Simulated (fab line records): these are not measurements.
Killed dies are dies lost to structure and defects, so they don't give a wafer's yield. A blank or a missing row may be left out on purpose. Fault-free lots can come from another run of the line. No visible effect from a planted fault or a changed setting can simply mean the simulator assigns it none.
Which of the tools did it? || flow sky130 || route of 708 steps, sampled at 1 step: 6 lots, 17 wafers

## WHAT EACH GAUGE READ, for each wafer
SKY_POLY_GATE_OVL_MEAS_14.
{"lot": "L730", "measured": "day 16 10:46", "on": "overlay-01", "POLY_GATE_OVL (nm)": "6 0 2"}
{"lot": "L738", "measured": "day 19 13:18", "on": "overlay-02", "POLY_GATE_OVL (nm)": "-3 1 -4"}
{"lot": "L739", "measured": "day 19 19:57", "on": "overlay-02", "POLY_GATE_OVL (nm)": "19 9 13"}
{"lot": "L742", "measured": "day 20 19:58", "on": "overlay-02", "POLY_GATE_OVL (nm)": "14 4"}
{"lot": "L748", "measured": "day 23 18:26", "on": "overlay-01", "POLY_GATE_OVL (nm)": "11 6 -3"}
{"lot": "L752", "measured": "day 24 12:08", "on": "overlay-02", "POLY_GATE_OVL (nm)": "7 3 -5"}

## WHICH TOOL RAN EACH LOT (tool, then ch and the chambers of the sampled wafers, then the start)
Record: no process step prior to these readings.

## THE ANSWER, worked out from the rows above alone
Rule: usual is defined by the lots themselves. Put in order of their means at a reading, lots are off if they are a third of the lots or fewer, leave a main group of 4 or more, and stand apart from it by a gap of 3 or more times the standard deviation of the main group's means; of several such gaps the widest counts. A main group whose means are all the same, to the digits that the tables above print for the reading, isn't used. A lot without any number at a reading at which 4 lots or more have one is off too. All remaining lots with rows at the step are treated as sound.
No lot is off on any of the readings shown, so nothing can be concluded from this.

## WHAT WAS PUT IN BY THE SIMULATOR
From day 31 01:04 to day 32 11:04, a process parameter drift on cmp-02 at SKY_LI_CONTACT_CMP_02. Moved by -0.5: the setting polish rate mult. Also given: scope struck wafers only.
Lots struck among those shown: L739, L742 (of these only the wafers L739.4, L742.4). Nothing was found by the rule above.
